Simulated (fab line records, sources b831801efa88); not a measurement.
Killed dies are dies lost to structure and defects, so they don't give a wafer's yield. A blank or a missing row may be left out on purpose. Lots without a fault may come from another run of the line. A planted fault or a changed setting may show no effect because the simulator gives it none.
Which tool did it? | flow gf180mcu | 6 lots, 18 wafers sampled, at 2 steps of a route of 602

WHAT THE GAUGES READ, wafer by wafer
GF_V1_OVL_MEAS_15.
lot  | measured     | on         | V1_OVL (nm)
L306 | day 19 08:14 | overlay-02 | 2 -3 0
L310 | day 21 03:27 | overlay-01 | -2 7 4
L314 | day 22 09:33 | overlay-02 | 2 5 3
L323 | day 25 04:42 | overlay-01 | -5 -10 2
L326 | day 26 02:33 | overlay-01 | -4 -4 0

WHICH TOOL RAN EACH LOT (tool, then ch and the chambers of the sampled wafers, then the start)
lot  | GF_CONTACT_SPUTTER_23
L306 | pvd_sputter-01, day 17 05:31
L310 | pvd_sputter-01, day 19 00:07
L314 | pvd_sputter-03, day 20 07:16
L319 | pvd_sputter-01, day 21 21:01
L323 | pvd_sputter-03, day 23 05:23
L326 | pvd_sputter-01, day 24 04:16
- GF_CONTACT_SPUTTER_23: material TiN, target thk 10 nm, time 40 s.

THE ANSWER, worked out from the rows above alone
Rule: what is usual is taken from the lots themselves. Put in order of their means at a reading, lots are off if they are a third of the lots or fewer, leave a main group of 4 or more, and stand apart from it by a gap of 3 or more times the standard deviation of the main group's means; of several such gaps the widest counts. A main group whose means are all the same, to the digits that the tables above print for the reading, isn't used. A lot without any number at a reading at which 4 lots or more have one is off too. The other lots that the step has rows for count as sound.
No lot is off at any reading shown: from this, nothing can be told.

WHAT THE SIMULATOR HAD PUT IN
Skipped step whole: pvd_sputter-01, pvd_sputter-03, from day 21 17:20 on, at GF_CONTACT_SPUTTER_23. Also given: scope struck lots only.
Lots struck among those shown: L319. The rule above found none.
